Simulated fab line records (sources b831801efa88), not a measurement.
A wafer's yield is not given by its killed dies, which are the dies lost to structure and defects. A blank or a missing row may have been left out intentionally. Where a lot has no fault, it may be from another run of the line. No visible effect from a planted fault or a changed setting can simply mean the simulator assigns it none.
Which tool is to blame? | flow gf180mcu | 12 lots, 36 wafers sampled, at 4 steps of a route of 602

WHAT THE GAUGES READ, wafer by wafer
GF_M1_RS_MEAS_05: a four-point-probe measurement. Usual: M1_ALCU_RS gives 0.0695 ohm/sq (standard deviation 0.00095).
lot  | measured     | on            | M1_ALCU_RS (ohm/sq)  | flag
L108 | day 16 05:31 | film-metro-03 | 0.0694 0.0689 0.0693 |
L110 | day 16 21:15 | film-metro-01 | 0.0703 0.0689 0.0704 |
L112 | day 17 18:17 | film-metro-03 | 0.0693 0.0686 0.0694 |
L115 | day 18 22:16 | film-metro-01 | 0.0699 0.0678 0.0700 |
L116 | day 19 05:17 | film-metro-01 | 0.0696 0.0704 0.0697 |
L117 | day 19 14:21 | film-metro-01 | 0.0701 0.0721 0.0709 |
L119 | day 20 08:31 | film-metro-03 | 0.0682 0.0700 0.0693 |
L121 | day 21 08:01 | film-metro-01 | 0.0696 0.0689 0.0679 |
L124 | day 22 07:08 | film-metro-03 | 0.0703 0.0709 0.0704 |
L125 | day 22 13:08 | film-metro-04 | 0.0699 0.0691 0.0692 |
L130 | day 24 05:04 | film-metro-03 | 0.0700 0.0693 0.0698 |
L131 | day 24 15:49 | film-metro-01 | 0.0698 0.0702 0.0697 |

GF_M1_CD_MEAS_14: target cd 230 nm. Usual: cd-nm reads 230.0 nm (standard deviation 1.1).
lot  | measured     | on        | cd-nm (nm)                          | flag
L108 | day 17 04:02 | cd-sem-01 | 230.4 230.6 232.0                   |
L110 | day 17 20:32 | cd-sem-02 | 231.9 231.4 230.4                   |
L112 | day 18 17:49 | cd-sem-02 | 231.2 230.3 231.5                   |
L115 | day 19 23:08 | cd-sem-02 | 229.6 230.3 230.2                   |
L116 | day 20 05:14 | cd-sem-02 | 230.0 229.3 229.2                   |
L117 | day 20 15:13 | cd-sem-01 | 229.8 229.6 229.5                   |
L119 | day 21 10:14 | cd-sem-01 | 230.9 229.9 230.5                   |
L121 | day 22 07:59 | cd-sem-02 | 232.7 232.6 233.1                   |
L124 | day 23 05:55 | cd-sem-02 | 199.5 206.0 223.8 199.9 206.4 223.8 | OFF
L125 | day 23 13:05 | cd-sem-02 | 223.8 209.7 217.9 223.9 209.7 218.3 | OFF
L130 | day 25 03:08 | cd-sem-01 | 228.8 230.1 229.3                   |
L131 | day 25 14:11 | cd-sem-02 | 231.1 230.3 232.0                   |

WHAT TOOL EACH LOT RAN ON (gives the tool, then ch and the chambers of the sampled wafers, and finally the start)
lot  | GF_CONTACT_CMP_04             | GF_M1_EXPOSE_11
L108 | cmp-02 ch 0,2,3, day 15 05:44 | krf-scanner-01 ch 0, day 16 16:55
L110 | cmp-02 ch 0,2, day 15 21:07   | krf-scanner-01 ch 0, day 17 08:38
L112 | cmp-01 ch 0,3, day 16 17:26   | krf-scanner-02 ch 0, day 18 06:05
L115 | cmp-01 ch 0,3, day 17 20:17   | krf-scanner-01 ch 0, day 19 10:49
L116 | cmp-01 ch 1,2,3, day 18 03:16 | krf-scanner-02 ch 0, day 19 17:19
L117 | cmp-01 ch 2,3, day 18 11:53   | krf-scanner-02 ch 0, day 20 03:09
L119 | cmp-02 ch 0,2, day 19 05:40   | krf-scanner-01 ch 0, day 20 22:16
L121 | cmp-02 ch 0,1, day 20 06:02   | krf-scanner-01 ch 0, day 21 19:55
L124 | cmp-02 ch 0,1,3, day 21 05:44 | krf-scanner-01 ch 0, day 22 18:25
L125 | cmp-02 ch 0,1,3, day 21 11:13 | krf-scanner-01 ch 0, day 23 01:05
L130 | cmp-02 ch 1,2,3, day 23 04:52 | krf-scanner-02 ch 0, day 24 16:34
L131 | cmp-02 ch 1,2, day 23 15:29   | krf-scanner-02 ch 0, day 25 03:08
- GF_CONTACT_CMP_04: polishes SiO2.
- GF_M1_EXPOSE_11: exposes mask Metal1, target cd 230 nm.

WHAT THE TOOLS THEMSELVES READ (means of the sampled wafers that have a number; where no wafer has one, the mark that the record gives instead)
GF_CONTACT_CMP_04. Usual: motor-current-A 12.1 A, standard deviation 1.7; retaining-ring-pressure-frac 0.999, standard deviation 0.0048; time-to-endpoint-s 113 s, standard deviation 5.6.
lot  | tool   | motor-current-A (A) | retaining-ring-pressure-frac | time-to-endpoint-s (s) | flag
L108 | cmp-02 | 12.2                | 1.006                        | 111                    |
L110 | cmp-02 | 11.5                | 0.997                        | 112                    |
L112 | cmp-01 | 14.6                | 0.997                        | 118                    |
L115 | cmp-01 | 12.7                | 1.001                        | 118                    |
L116 | cmp-01 | 12.7                | 0.998                        | 105                    |
L117 | cmp-01 | 11.7                | 1.001                        | 107                    |
L119 | cmp-02 | 11.2                | 1.005                        | 114                    |
L121 | cmp-02 | 10.9                | 1.001                        | 116                    |
L124 | cmp-02 | 11.9                | 0.999                        | 111                    |
L125 | cmp-02 | 12.1                | 0.997                        | 111                    |
L130 | cmp-02 | 13.1                | 0.997                        | 109                    |
L131 | cmp-02 | 13.0                | 0.998                        | 122                    |

THE ANSWER, worked out from the rows above alone
Rule: lot off if the mean of its wafers having a number is beyond 3 standard deviations from the usual mean. A lot without any number at a reading at which 4 lots or more have one is off too. Any other lot the step has rows for is counted as sound. The gauges are gone through in route order, then the tools' own readings, and for those a lot's mean is taken as printed above. The first step at which some lot is off is used, and at that step the reading that is off furthest; a lot without a number counts as furthest.
Off, at GF_M1_CD_MEAS_14 on cd-nm: L124, L125.
A tool fits if, at a process step before that reading, it ran every lot that is off, and no sound lot after the first of them. Gauges at GF_M1_CD_MEAS_14: tried the same way as those tools. One fits: GF_M1_EXPOSE_11 on krf-scanner-01. A fault onset in the window from L121 (day 21 19:55, its last sound lot) to L124 (day 22 18:25, its first lot off) fits.

WHAT THE SIMULATOR HAD PUT IN
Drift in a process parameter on krf-scanner-01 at GF_M1_EXPOSE_11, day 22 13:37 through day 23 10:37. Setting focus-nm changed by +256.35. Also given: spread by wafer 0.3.
Shown lots that were struck: L124, L125. This agrees with what the rule above found.
